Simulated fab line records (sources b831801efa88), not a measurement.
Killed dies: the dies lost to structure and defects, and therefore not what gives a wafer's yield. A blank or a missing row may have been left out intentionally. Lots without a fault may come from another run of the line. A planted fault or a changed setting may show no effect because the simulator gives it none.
Matching of chambers | flow sky130 | SKY_CONTACT_CMP_04 on cmp-01: 4 sister chambers
The step polishes SiO2. 8 wafers are shown with their chamber, then 7 later ones without.

== WAFERS, EACH WITH ITS CHAMBER ==
wafer  | chamber | motor current A (A) | time to endpoint s (s)
L628.3 | 3       | 12.2                | 82
L628.4 | 0       | 10.6                | 81
L628.6 | 2       | 11.4                | 77
L629.1 | 0       | 11.8                | 77
L629.5 | 1       | 12.3                | 78
L629.6 | 2       | 11.4                | 84
L630.2 | 3       | 12.0                | 84
L630.3 | 1       | 11.7                | 79

== WAFERS WHOSE CHAMBER IS MISSING ==
wafer  | motor current A (A) | time to endpoint s (s)
L630.6 | 11.2                | 81
L633.2 | 10.7                | 83
L633.5 | 11.2                | 79
L633.6 | 12.4                | 79
L644.1 | 12.1                | 81
L644.2 | 11.5                | 82
L644.6 | 12.1                | 83

== WHICH CHAMBER EACH WENT THROUGH ==
wafer  | from the rows above               | in truth
L630.6 | can't be placed: 2 or 0 or 1 or 3 | 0
L633.2 | can't be placed: 2 or 0 or 3 or 1 | 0
L633.5 | can't be placed: 0 or 2 or 1      | 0
L633.6 | can't be placed: 1 or 3 or 2 or 0 | 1
L644.1 | can't be placed: 3 or 1 or 2 or 0 | 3
L644.2 | can't be placed: 2 or 0 or 3 or 1 | 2
L644.6 | can't be placed: 3 or 1 or 2      | 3
Correctly placed: 0 of 7. From these rows, 7 cannot be placed; in 7 the true chamber is one of the candidates. 0 placed wrongly.
How it was worked out, from the rows above alone: a wafer's distance from a chamber is the root of the sum, over the readings, of the square of ((its reading less the chamber's mean) divided by the reading's scatter). If the next closest chamber is less than 2 further off than the closest, the wafer can't be placed; otherwise it belongs to the closest. Each chamber's mean is taken over the wafers shown for it. The scatter: take each reading less its chamber's mean, square it, sum over the shown wafers, divide by the number of wafers less the number of chambers, and take the root.
